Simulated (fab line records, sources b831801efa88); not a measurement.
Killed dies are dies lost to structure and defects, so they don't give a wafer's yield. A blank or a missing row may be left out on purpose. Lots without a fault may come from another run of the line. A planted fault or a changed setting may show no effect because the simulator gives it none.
Which tool did it? | flow gf180mcu | 24 lots, 72 wafers sampled, at 5 steps of a route of 602

WHAT THE GAUGES READ, wafer by wafer
GF_V1_CD_MEAS_14: target cd 260 nm. Usual: cd_nm 259.8 nm, standard deviation 1.
lot  | measured     | on        | cd_nm (nm)        | flag
L074 | day 17 21:16 | cd_sem-01 | 259.0 258.2 259.2 |
L075 | day 18 07:19 | cd_sem-01 | 261.0 261.5 261.5 |
L076 | day 18 17:33 | cd_sem-01 | 261.0 261.1 261.2 |
L077 | day 19 08:28 | cd_sem-02 | 262.0 262.0 261.6 |
L078 | day 19 18:25 | cd_sem-01 | 259.2 258.2 259.2 |
L079 | day 20 09:31 | cd_sem-02 | 259.6 259.2 259.1 |
L080 | day 20 18:34 | cd_sem-01 | 259.5 260.1 261.1 |
L081 | day 21 02:21 | cd_sem-01 | 260.2 261.2 262.0 |
L082 | day 21 19:26 | cd_sem-02 | 259.2 260.3 260.1 |
L083 | day 22 02:05 | cd_sem-02 | 260.1 259.4 259.9 |
L084 | day 22 02:50 | cd_sem-02 | 259.5 259.4 259.5 |
L085 | day 22 09:58 | cd_sem-02 | 258.7 259.6 259.0 |
L086 | day 22 16:04 | cd_sem-02 | 260.1 259.5 260.1 |
L087 | day 23 01:05 | cd_sem-02 | 259.2 259.2 258.6 |
L088 | day 23 13:01 | cd_sem-02 | 260.8 261.6 260.9 |
L089 | day 23 18:31 | cd_sem-02 | 260.6 259.9 260.4 |
L090 | day 24 01:20 | cd_sem-02 | 260.0 258.2 258.3 |
L091 | day 24 06:20 | cd_sem-02 | 257.8 259.3 258.0 |
L092 | day 24 15:18 | cd_sem-02 | 258.4 258.4 258.8 |
L093 | day 25 00:49 | cd_sem-02 | 259.1 258.7 259.0 |
L094 | day 25 04:59 | cd_sem-02 | 259.1 260.1 261.1 |
L095 | day 26 01:55 | cd_sem-01 | 259.9 259.0 259.5 |
L096 | day 26 02:05 | cd_sem-02 | 259.8 260.9 259.3 |
L097 | day 26 05:46 | cd_sem-01 | 259.7 258.0 258.5 |

GF_V2_THK_MEAS_01. Usual: V2_CVD_00_THK 600 nm, standard deviation 5.2.
lot  | measured     | on            | V2_CVD_00_THK (nm) | flag
L074 | day 19 00:10 | film_metro-02 | 596 597 596        |
L075 | day 19 09:53 | film_metro-01 | 601 598 604        |
L076 | day 19 20:20 | film_metro-01 | 601 598 600        |
L077 | day 20 12:04 | film_metro-02 | 591 596 586        |
L078 | day 20 21:31 | film_metro-02 | 599 602 588        |
L079 | day 21 11:18 | film_metro-02 | 597 595 601        |
L080 | day 21 21:35 | film_metro-03 | 597 599 603        |
L081 | day 22 04:43 | film_metro-03 | 603 599 603        |
L082 | day 22 22:07 | film_metro-02 | 601 604 604        |
L083 | day 23 03:34 | film_metro-01 | 600 594 603        |
L084 | day 23 04:16 | film_metro-03 | 598 595 598        |
L085 | day 23 11:23 | film_metro-01 | 596 599 598        |
L086 | day 23 17:34 | film_metro-01 | 599 590 588        |
L087 | day 24 02:26 | film_metro-03 | 603 597 600        |
L088 | day 24 13:19 | film_metro-03 | 593 596 596        |
L089 | day 24 18:34 | film_metro-01 | 590 589 593        |
L090 | day 25 02:19 | film_metro-02 | 614 607 614        |
L091 | day 25 06:13 | film_metro-01 | 604 604 604        |
L092 | day 25 14:44 | film_metro-03 | 595 596 589        |
L093 | day 26 00:25 | film_metro-03 | 606 598 603        |
L094 | day 26 05:09 | film_metro-03 | 609 599 600        |
L095 | day 27 00:32 | film_metro-02 | 597 601 604        |
L096 | day 27 00:47 | film_metro-01 | 602 600 603        |
L097 | day 27 04:31 | film_metro-01 | 603 608 609        |

GF_MIM_RS_MEAS_10: measures by four-point-probe. Usual: MIM_ALCU_RS 0.1606 ohm/sq, standard deviation 0.0017.
lot  | measured     | on            | MIM_ALCU_RS (ohm/sq) | flag
L074 | day 24 06:43 | film_metro-03 | 0.1626 0.1610 0.1617 |
L075 | day 24 16:35 | film_metro-04 | 0.1589 0.1594 0.1594 |
L076 | day 25 01:45 | film_metro-02 | 0.1598 0.1588 0.1601 |
L077 | day 25 13:29 | film_metro-03 | 0.1613 0.1600 0.1606 |
L078 | day 26 00:25 | film_metro-04 | 0.1581 0.1591 0.1571 |
L079 | day 26 10:44 | film_metro-02 | 0.1594 0.1600 0.1589 |
L080 | day 26 21:02 | film_metro-02 | 0.1592 0.1613 0.1624 |
L081 | day 27 02:53 | film_metro-04 | 0.1593 0.1589 0.1599 |
L082 | day 27 17:46 | film_metro-04 | 0.1637 0.1633 0.1631 |
L083 | day 28 00:04 | film_metro-04 | 0.1632 0.1613 0.1620 |
L084 | day 28 00:34 | film_metro-04 | 0.1619 0.1627 0.1629 |
L085 | day 28 04:08 | film_metro-02 | 0.1588 0.1568 0.1587 |
L086 | day 28 10:28 | film_metro-03 | 0.1620 0.1620 0.1606 |
L087 | day 28 19:23 | film_metro-03 | 0.1625 0.1611 0.1633 |
L088 | day 29 03:55 | film_metro-03 | 0.1615 0.1626 0.1625 |
L089 | day 29 10:49 | film_metro-04 | 0.1592 0.1594 0.1590 |
L090 | day 29 15:11 | film_metro-03 | 0.1608 0.1604 0.1595 |
L091 | day 29 19:19 | film_metro-02 | 0.1602 0.1614 0.1599 |
L092 | day 30 01:53 | film_metro-04 | 0.1606 0.1608 0.1611 |
L093 | day 30 11:19 | film_metro-03 | 0.1632 0.1603 0.1641 |
L094 | day 30 16:32 | film_metro-02 | 0.1575 0.1580 0.1599 |
L095 | day 31 09:27 | film_metro-02 | 0.1610 0.1605 0.1605 |
L096 | day 31 08:52 | film_metro-03 | 0.1609 0.1608 0.1598 |
L097 | day 31 11:48 | film_metro-03 | 0.1609 0.1618 0.1603 |

WHICH TOOL RAN EACH LOT (tool, then ch and the chambers of the sampled wafers, then the start)
lot  | GF_SALICIDE_RTA_08               | GF_V2_STRIP_18
L074 | rtp_anneal-02 ch 0, day 14 22:11 | plasma_asher-01 ch 0,1, day 20 01:39
L075 | rtp_anneal-01 ch 0, day 15 07:47 | plasma_asher-04 ch 0,1, day 20 11:59
L076 | rtp_anneal-01 ch 0, day 15 17:43 | plasma_asher-01 ch 0,1, day 20 21:25
L077 | rtp_anneal-01 ch 0, day 16 05:47 | plasma_asher-04 ch 0, day 21 13:02
L078 | rtp_anneal-01 ch 0, day 16 14:55 | plasma_asher-01 ch 1, day 21 21:23
L079 | rtp_anneal-02 ch 0, day 17 05:57 | plasma_asher-04 ch 0,1, day 22 11:51
L080 | rtp_anneal-01 ch 0, day 17 14:22 | plasma_asher-04 ch 0,1, day 22 21:41
L081 | rtp_anneal-02 ch 0, day 17 21:53 | plasma_asher-03 ch 0,1, day 23 04:05
L082 | rtp_anneal-01 ch 0, day 18 14:16 | plasma_asher-03 ch 0,1, day 23 21:40
L083 | rtp_anneal-01 ch 0, day 18 22:35 | plasma_asher-04 ch 0,1, day 24 02:51
L084 | rtp_anneal-01 ch 0, day 18 23:50 | plasma_asher-04 ch 1, day 24 03:52
L085 | rtp_anneal-02 ch 0, day 19 04:20 | plasma_asher-04 ch 0,1, day 24 10:59
L086 | rtp_anneal-01 ch 0, day 19 12:48 | plasma_asher-01 ch 0,1, day 24 16:34
L087 | rtp_anneal-01 ch 0, day 19 22:05 | plasma_asher-01 ch 0,1, day 25 01:27
L088 | rtp_anneal-02 ch 0, day 20 11:14 | plasma_asher-01 ch 0,1, day 25 11:12
L089 | rtp_anneal-01 ch 0, day 20 16:10 | plasma_asher-01 ch 1, day 25 16:20
L090 | rtp_anneal-01 ch 0, day 20 22:19 | plasma_asher-04 ch 1, day 26 00:42
L091 | rtp_anneal-02 ch 0, day 21 05:27 | plasma_asher-04 ch 0,1, day 26 04:23
L092 | rtp_anneal-02 ch 0, day 21 15:14 | plasma_asher-04 ch 0,1, day 26 12:32
L093 | rtp_anneal-01 ch 0, day 21 23:36 | plasma_asher-03 ch 0, day 26 22:05
L094 | rtp_anneal-02 ch 0, day 22 05:21 | plasma_asher-04 ch 0,1, day 27 02:50
L095 | rtp_anneal-02 ch 0, day 22 22:09 | plasma_asher-04 ch 0,1, day 27 21:41
L096 | rtp_anneal-01 ch 0, day 23 03:21 | plasma_asher-03 ch 0,1, day 27 21:47
L097 | rtp_anneal-02 ch 0, day 23 08:16 | plasma_asher-03 ch 0,1, day 28 01:16
- GF_SALICIDE_RTA_08: time 30 s.
- GF_V2_STRIP_18: strips in O2/N2.

WHAT THE TOOLS THEMSELVES READ (means of the sampled wafers that have a number; where no wafer has one, the mark that the record gives instead)
GF_SALICIDE_RTA_08. Usual: lamp_power_pct 17.6 %, standard deviation 1.6; wafer_temp_C_max 804.6, standard deviation 0.92.
lot  | tool          | lamp_power_pct (%) | wafer_temp_C_max | flag
L074 | rtp_anneal-02 | 19.5               | 804.6            |
L075 | rtp_anneal-01 | 16.3               | 804.9            |
L076 | rtp_anneal-01 | 16.3               | 804.9            |
L077 | rtp_anneal-01 | 16.3               | 804.8            |
L078 | rtp_anneal-01 | 16.3               | 804.0            |
L079 | rtp_anneal-02 | 19.5               | 804.4            |
L080 | rtp_anneal-01 | 16.3               | 803.6            |
L081 | rtp_anneal-02 | 19.5               | 805.7            |
L082 | rtp_anneal-01 | 16.3               | 804.7            |
L083 | rtp_anneal-01 | 16.3               | 805.1            |
L084 | rtp_anneal-01 | 16.3               | 804.7            |
L085 | rtp_anneal-02 | 19.5               | 804.0            |
L086 | rtp_anneal-01 | 16.3               | 804.9            |
L087 | rtp_anneal-01 | 16.3               | 804.1            |
L088 | rtp_anneal-02 | 19.5               | 805.0            |
L089 | rtp_anneal-01 | 16.3               | 805.7            |
L090 | rtp_anneal-01 | 16.3               | 805.4            |
L091 | rtp_anneal-02 | 19.5               | 805.0            |
L092 | rtp_anneal-02 | 19.5               | 803.8            |
L093 | rtp_anneal-01 | 16.3               | 804.9            |
L094 | rtp_anneal-02 | 19.5               | 805.0            |
L095 | rtp_anneal-02 | 19.5               | 804.2            |
L096 | rtp_anneal-01 | 16.3               | 804.6            |
L097 | rtp_anneal-02 | 19.5               | 804.7            |

GF_V2_STRIP_18. Usual: drypump_motor_current_A 5.7 A, standard deviation 0.48; heater_power_w 323 W, standard deviation 34; n2_flow_sccm 300.0 sccm, standard deviation 0.87; oes_product_au 0.593 a.u., standard deviation 0.0047.
lot  | tool            | drypump_motor_current_A (A) | heater_power_w (W) | n2_flow_sccm (sccm) | oes_product_au (a.u.) | flag
L074 | plasma_asher-01 | 5.3                         | 359                | 300.6               | 0.591                 |
L075 | plasma_asher-04 | 6.0                         | 300                | 300.0               | 0.589                 |
L076 | plasma_asher-01 | 5.4                         | 328                | 300.2               | 0.592                 |
L077 | plasma_asher-04 | 5.3                         | 317                | 300.2               | 0.589                 |
L078 | plasma_asher-01 | 5.1                         | 387                | 300.0               | 0.595                 |
L079 | plasma_asher-04 | 5.7                         | 306                | 301.4               | 0.597                 |
L080 | plasma_asher-04 | 5.7                         | 308                | 300.2               | 0.599                 |
L081 | plasma_asher-03 | 6.0                         | 346                | 300.2               | 0.590                 |
L082 | plasma_asher-03 | 6.1                         | 347                | 300.5               | 0.587                 |
L083 | plasma_asher-04 | 5.7                         | 306                | 299.7               | 0.592                 |
L084 | plasma_asher-04 | 6.4                         | 289                | 300.1               | 0.596                 |
L085 | plasma_asher-04 | 5.7                         | 310                | 300.3               | 0.596                 |
L086 | plasma_asher-01 | 5.4                         | 335                | 300.8               | 0.590                 |
L087 | plasma_asher-01 | 5.3                         | 362                | 299.9               | 0.594                 |
L088 | plasma_asher-01 | 5.3                         | 360                | 298.9               | 0.591                 |
L089 | plasma_asher-01 | 5.1                         | 383                | 300.4               | 0.597                 |
L090 | plasma_asher-04 | 6.4                         | 288                | 300.0               | 0.589                 |
L091 | plasma_asher-04 | 6.0                         | 295                | 299.7               | 0.591                 |
L092 | plasma_asher-04 | 6.1                         | 299                | 299.5               | 0.599                 |
L093 | plasma_asher-03 | 6.1                         | 365                | 300.6               | 0.596                 |
L094 | plasma_asher-04 | 6.0                         | 297                | 300.4               | 0.591                 |
L095 | plasma_asher-04 | 5.7                         | 306                | 299.4               | 0.596                 |
L096 | plasma_asher-03 | 6.0                         | 345                | 300.9               | 0.589                 |
L097 | plasma_asher-03 | 6.0                         | 329                | 299.6               | 0.590                 |

THE ANSWER, worked out from the rows above alone
Rule: a lot is off if the mean of its wafers that have a number lies more than 3 standard deviations from the usual mean. A lot without any number at a reading at which 4 lots or more have one is off too. The other lots that the step has rows for count as sound. The gauges are gone through in route order, then the tools' own readings, and for those a lot's mean is taken as printed above. The first step at which some lot is off is used, and at that step the reading that is off furthest; a lot without a number counts as furthest.
No lot is off at any reading shown: from this, nothing can be told.

WHAT THE SIMULATOR HAD PUT IN
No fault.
